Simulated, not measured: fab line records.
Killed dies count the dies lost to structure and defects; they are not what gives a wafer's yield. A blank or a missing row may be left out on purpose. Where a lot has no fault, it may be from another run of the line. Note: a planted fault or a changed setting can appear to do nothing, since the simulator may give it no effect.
fab line records    flow gf180mcu
record: lots: 13  wafers: 39  lastDay: 34
route steps=602 shown POLY_GATE@169 HV_LDD@182
lots that met no fault: taken from a fault-free run of the same line
startH: hours from the record's opening day to when the first of the lot's shown wafers began    waitH: how many hours have passed since the lot's step before this one    " unchanged from the row above    L1.1+2: a row that stands for several wafers    - value missing, or start not given    * or withheld: withheld    < > ~ a bound
route shown NAME@n: a module of which the file shows steps, and the number in the route of the first    usual: the fault-free wafers' mean and standard deviation    same: alike in all rows    chamber/n: place in a boat    sites: each site's reading    _std_site: the values' standard deviation    _edge_site: outer sites' mean less inner sites'    radiusMm: how far each site lies from the wafer's centre    mask NAME#n: copy n    behind: the tool/chamber that last shaped the wafer    hold: what put the lot on hold/how long, in hours/how the hold closed    device: the n, p or np transistor that did not switch    end of line: tests of these same wafers at the route's end    a step with no rows: only its recipe    killed: dies lost to structure and defects at the first sort, not the wafer's yield    map: shows each die of a wafer: x if killed, . if not, _ if none is there
set.NAME: setting as actually run; set.NAME@STEP: the setting as run at that earlier step    model.NAME: the simulator's own value behind a step, which no gauge read
the route's steps for a sample of lots (tables are steps, rows are wafers)
services: the hour from which a tool's chamber was out of use, counted from the record's first day as startH (under 0 if before that day), plus the number of hours and why
== steps ==
step: GF_POLY_GATE_ETCH_12
recipe: chemistry: N2/H2  targetDepthA: withheld  overetchA: withheld  timeS: withheld  target: BARC  ionEnergyEv: 200  sourceW: 500  biasW: 100  pressureMtorr: 30  n2FlowSccm: 100  h2FlowSccm: 200
usual: drypumpMotorCurrentA: 5.5/0.47  oesProductAu: 0.736/0.0051  throttleValvePct: 13.215/0.0092
lot.wafer  tool        chamber  startH  waitH  drypumpMotorCurrentA  oesProductAu  throttleValvePct
L868.2     rieDiel-03  2        196.86  0.0    5.3                   0.732         13.220
L868.3     "           3        "       "      5.4                   0.730         13.210
L868.5     "           2        "       "      5.3                   0.735         13.205
L869.1     rieDiel-02  0        203.21  0.0    5.7                   0.725         13.216
L869.2     "           2        "       "      4.9                   0.738         13.193
L869.4     "           3        "       "      6.4                   0.737         13.218
L870.1     rieDiel-04  0        209.16  0.0    5.5                   0.744         13.216
L870.4     "           2        "       "      5.6                   0.739         13.232
L870.5     "           1        "       "      5.8                   0.734         13.209
L876.3     rieDiel-02  1        254.88  0.0    6.1                   0.735         13.215
L876.5     "           2        "       "      4.9                   0.740         13.225
L876.6     "           1        "       "      6.1                   0.741         13.215
L879.4     rieDiel-03  3        277.26  0.0    5.4                   0.741         13.222
L879.5     "           1        "       "      4.8                   0.731         13.194
L879.6     "           0        "       "      5.3                   0.731         13.232
L880.1     rieDiel-03  2        280.11  0.0    5.4                   0.739         13.219
L880.2     "           1        "       "      4.8                   0.737         13.211
L880.5     "           3        "       "      5.3                   0.731         13.216
L881.1     rieDiel-03  3        287.31  0.0    5.3                   0.730         13.232
L881.3     "           2        "       "      5.3                   0.739         13.218
L881.5     "           1        "       "      4.8                   0.732         13.211
L882.1     rieDiel-04  1        292.36  0.0    5.8                   0.739         13.225
L882.3     "           2        "       "      5.6                   0.740         13.213
L882.4     "           0        "       "      5.5                   0.733         13.207
L883.1     rieDiel-03  0        304.94  0.0    5.3                   0.728         13.204
L883.2     "           2        "       "      5.3                   0.735         13.235
L883.3     "           3        "       "      5.4                   0.732         13.214
L884.3     rieDiel-02  3        310.65  0.0    6.4                   0.735         13.234
L884.5     "           0        "       "      5.7                   0.748         13.209
L884.6     "           1        "       "      6.0                   0.739         13.222
L887.3     rieDiel-02  0        332.84  0.0    5.7                   0.739         13.225
L887.4     "           3        "       "      6.4                   0.731         13.221
L887.6     "           1        "       "      6.1                   0.731         13.225
L890.1     rieDiel-02  2        355.46  0.0    4.9                   0.739         13.197
L890.2     "           1        "       "      6.0                   0.736         13.209
L890.5     "           1        "       "      6.1                   0.746         13.222
L891.1     rieDiel-04  1        366.11  0.0    5.8                   0.734         13.216
L891.3     "           3        "       "      5.9                   0.744         13.209
L891.6     "           0        "       "      5.5                   0.740         13.220
step: GF_POLY_GATE_THK_MEAS_17
recipe: reads: SiO2_of_POLY_GATE_OXIDATION_16
usual: POLY_GATE_OXIDATION_THK: 4.01/0.095
lot.wafer  tool          chamber  startH  waitH  POLY_GATE_OXIDATION_THK[nm]
L868.2     filmMetro-04  -        198.38  0.0    3.93
L868.3     "             -        "       "      3.91
L868.5     "             -        "       "      3.82
L869.1     filmMetro-01  -        204.72  0.0    3.98
L869.2     "             -        "       "      3.92
L869.4     "             -        "       "      3.99
L870.1     filmMetro-01  -        210.67  0.0    3.86
L870.4     "             -        "       "      3.96
L870.5     "             -        "       "      3.86
L876.3     filmMetro-04  -        257.38  0.0    4.15
L876.5     "             -        "       "      4.07
L876.6     "             -        "       "      4.11
L879.4     filmMetro-01  -        278.80  0.0    3.97
L879.5     "             -        "       "      3.99
L879.6     "             -        "       "      3.90
L880.1     filmMetro-01  -        281.75  0.0    4.10
L880.2     "             -        "       "      4.07
L880.5     "             -        "       "      4.14
L881.1     filmMetro-04  -        289.29  0.0    3.95
L881.3     "             -        "       "      3.93
L881.5     "             -        "       "      3.95
L882.1     filmMetro-02  -        294.19  0.0    3.92
L882.3     "             -        "       "      4.05
L882.4     "             -        "       "      3.94
L883.1     filmMetro-04  -        308.43  0.0    4.06
L883.2     "             -        "       "      3.97
L883.3     "             -        "       "      3.87
L884.3     filmMetro-01  -        312.72  0.0    4.13
L884.5     "             -        "       "      4.20
L884.6     "             -        "       "      4.14
L887.3     filmMetro-01  -        334.37  0.0    3.97
L887.4     "             -        "       "      4.04
L887.6     "             -        "       "      4.07
L890.1     filmMetro-02  -        357.16  0.0    4.12
L890.2     "             -        "       "      4.03
L890.5     "             -        "       "      4.20
L891.1     filmMetro-04  -        368.00  0.0    4.02
L891.3     "             -        "       "      4.02
L891.6     "             -        "       "      3.97
step: GF_HV_LDD_DEVELOP_06
recipe: developTimeS: 60  devTempC: 23
usual: developerTempC: 23.00/0.1  exhaustPa: 45.0/0.92  resistLineTempC: 23.02/0.12
lot.wafer  tool           chamber  startH  waitH  developerTempC  exhaustPa  resistLineTempC
L868.2     lithoTrack-02  0        215.07  0.1    23.11           46.1       23.01
L868.3     "              0        "       "      23.02           47.5       22.95
L868.5     "              0        "       "      23.08           46.1       22.89
L869.1     lithoTrack-04  0        221.64  0.1    22.94           45.7       23.15
L869.2     "              0        "       "      22.96           43.4       23.12
L869.4     "              0        "       "      22.79           45.0       23.13
L870.1     lithoTrack-04  0        228.14  0.1    23.13           45.2       22.99
L870.4     "              0        "       "      23.20           44.9       22.87
L870.5     "              0        "       "      22.90           44.4       23.00
L876.3     lithoTrack-02  0        276.40  0.1    23.28           44.9       22.84
L876.5     "              0        "       "      23.17           46.7       22.84
L876.6     "              0        "       "      23.12           44.9       22.87
L879.4     lithoTrack-02  0        298.82  0.1    22.94           44.4       22.97
L879.5     "              0        "       "      23.17           46.4       23.17
L879.6     "              0        "       "      23.07           46.4       23.06
L880.1     lithoTrack-02  0        302.30  0.1    23.02           46.3       22.98
L880.2     "              0        "       "      22.85           44.5       22.92
L880.5     "              0        "       "      22.97           44.0       22.91
L881.1     lithoTrack-02  0        310.00  0.1    23.07           46.6       23.11
L881.3     "              0        "       "      22.88           46.8       23.27
L881.5     "              0        "       "      22.96           45.6       23.13
L882.1     lithoTrack-02  0        314.90  0.1    23.06           45.0       22.99
L882.3     "              0        "       "      23.23           44.4       23.00
L882.4     "              0        "       "      22.87           44.4       23.02
L883.1     lithoTrack-01  0        329.44  0.1    23.04           45.1       23.09
L883.2     "              0        "       "      22.98           43.6       22.93
L883.3     "              0        "       "      23.04           45.1       23.13
L884.3     lithoTrack-01  0        332.89  0.1    23.04           44.4       23.07
L884.5     "              0        "       "      23.06           44.7       22.99
L884.6     "              0        "       "      23.11           44.3       22.97
L887.3     lithoTrack-04  0        355.33  0.1    23.03           43.9       23.09
L887.4     "              0        "       "      23.11           43.9       23.32
L887.6     "              0        "       "      23.10           43.8       23.19
L890.1     lithoTrack-04  0        378.73  0.1    23.13           44.9       22.93
L890.2     "              0        "       "      22.98           45.6       22.90
L890.5     "              0        "       "      22.96           44.9       23.21
L891.1     lithoTrack-04  0        390.03  0.1    22.88           44.7       23.11
L891.3     "              0        "       "      23.09           45.8       23.11
L891.6     "              0        "       "      23.13           44.7       23.21
step: GF_HV_LDD_CD_MEAS_07
recipe: targetCdNm: 400
usual: cdNm: 400.3/2.2
lot.wafer  tool      chamber  startH  waitH  cdNm
L868.2     cdSem-02  -        215.22  0.1    401.0
L868.3     "         -        "       "      401.2
L868.5     "         -        "       "      400.6
L869.1     cdSem-01  -        221.79  0.1    399.2
L869.2     "         -        "       "      399.4
L869.4     "         -        "       "      398.3
L870.1     cdSem-02  -        228.29  0.1    401.6
L870.4     "         -        "       "      402.6
L870.5     "         -        "       "      401.7
L876.3     cdSem-01  -        276.54  0.1    397.9
L876.5     "         -        "       "      398.4
L876.6     "         -        "       "      398.4
L879.4     cdSem-01  -        298.96  0.1    398.7
L879.5     "         -        "       "      398.8
L879.6     "         -        "       "      400.1
L880.1     cdSem-01  -        302.45  0.1    322.8
L880.2     "         -        "       "      324.3
L880.5     "         -        "       "      323.6
L881.1     cdSem-02  -        310.15  0.1    331.7
L881.3     "         -        "       "      327.0
L881.5     "         -        "       "      330.2
L882.1     cdSem-01  -        315.05  0.1    331.9
L882.3     "         -        "       "      332.1
L882.4     "         -        "       "      331.5
L883.1     cdSem-01  -        329.59  0.1    400.8
L883.2     "         -        "       "      400.3
L883.3     "         -        "       "      400.7
L884.3     cdSem-02  -        333.03  0.1    397.3
L884.5     "         -        "       "      399.4
L884.6     "         -        "       "      398.2
L887.3     cdSem-01  -        355.47  0.1    401.0
L887.4     "         -        "       "      397.4
L887.6     "         -        "       "      397.0
L890.1     cdSem-02  -        378.88  0.1    401.5
L890.2     "         -        "       "      402.1
L890.5     "         -        "       "      400.1
L891.1     cdSem-02  -        390.18  0.1    401.5
L891.3     "         -        "       "      400.2
L891.6     "         -        "       "      402.0
step: GF_HV_LDD_OVL_MEAS_20
usual: HV_LDD_01_OVL: 1.0/1.4
lot.wafer  tool        chamber  startH  waitH  HV_LDD_01_OVL[nm]
L868.2     overlay-01  -        233.58  0.1    0.1
L868.3     "           -        "       "      -0.6
L868.5     "           -        "       "      1.9
L869.1     overlay-02  -        240.61  0.1    0.3
L869.2     "           -        "       "      2.3
L869.4     "           -        "       "      2.4
L870.1     overlay-02  -        246.27  0.1    2.6
L870.4     "           -        "       "      0.6
L870.5     "           -        "       "      1.4
L876.3     overlay-01  -        296.92  0.1    1.8
L876.5     "           -        "       "      -0.8
L876.6     "           -        "       "      1.1
L879.4     overlay-02  -        320.27  0.1    0.2
L879.5     "           -        "       "      1.0
L879.6     "           -        "       "      0.0
L880.1     overlay-01  -        323.77  0.1    -1.6
L880.2     "           -        "       "      -0.6
L880.5     "           -        "       "      -1.7
L881.1     overlay-01  -        331.86  0.1    0.6
L881.3     "           -        "       "      1.7
L881.5     "           -        "       "      0.7
L882.1     overlay-01  -        336.86  0.1    -1.4
L882.3     "           -        "       "      0.0
L882.4     "           -        "       "      -1.2
L883.1     overlay-01  -        351.46  0.1    -0.4
L883.2     "           -        "       "      0.6
L883.3     "           -        "       "      -0.1
L884.3     overlay-01  -        354.52  0.1    0.3
L884.5     "           -        "       "      4.3
L884.6     "           -        "       "      1.9
L887.3     overlay-01  -        377.68  0.1    -2.1
L887.4     "           -        "       "      0.9
L887.6     "           -        "       "      0.9
L890.1     overlay-01  -        402.52  0.1    1.2
L890.2     "           -        "       "      -0.4
L890.5     "           -        "       "      1.8
L891.1     overlay-02  -        414.16  0.1    0.9
L891.3     "           -        "       "      1.0
L891.6     "           -        "       "      2.6
== services ==
tool        chamber  startH  hours  kind
rieDiel-04  2        176.26  1.7    repair
rieDiel-04  -        182.73  2.8    pm
rieDiel-03  -        203.09  1.9    repair
rieDiel-03  -        229.36  15.6   pm
rieDiel-04  1        243.53  3.8    repair
rieDiel-02  0        245.25  -      clean
rieDiel-02  0        245.25  23.6   scheduledDown
rieDiel-02  0        245.25  23.6   ventCycle
rieDiel-02  -        280.27  0.2    repair
rieDiel-02  0        291.63  3.8    repair
rieDiel-03  3        296.99  2.0    repair
rieDiel-04  1        315.94  8.7    repair
rieDiel-02  3        356.30  -      clean
rieDiel-02  3        356.30  17.6   scheduledDown
rieDiel-02  3        356.30  17.6   ventCycle
rieDiel-04  0        378.05  -      clean
rieDiel-04  0        378.05  12.8   scheduledDown
rieDiel-04  0        378.05  12.8   ventCycle
== key ==
firstSign: step: GF_HV_LDD_CD_MEAS_07  reading: cdNm  direction: down  sigmas: 33  usual: 400.3  struck: 328.3
effect none on later readings
metAt GF_HV_LDD_DEVELOP_06
struckLots L880,L881,L882
testerLeftOut L880,L881,L882
notActingAt GF_POLY_GATE_ETCH_12,GF_POLY_GATE_THK_MEAS_17,GF_HV_LDD_OVL_MEAS_20
onsetBetween 298.82 302.30
fault: kind: processParameterDrift  tool: lithoTrack-02  chamber: -  onsetH: 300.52  steps: GF_HV_LDD_DEVELOP_06  channel: developTimeS  offset: *  shape: step  endH: 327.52  actsIn: *  stated: *
testerLeftOut: of these lots the tester's yield and bins aren't shown, on N5 and GAA mostly nor the transistor test; their killed dies are dies lost to structure and defects alone, not to doping, threshold or leakage, so they don't give the yield
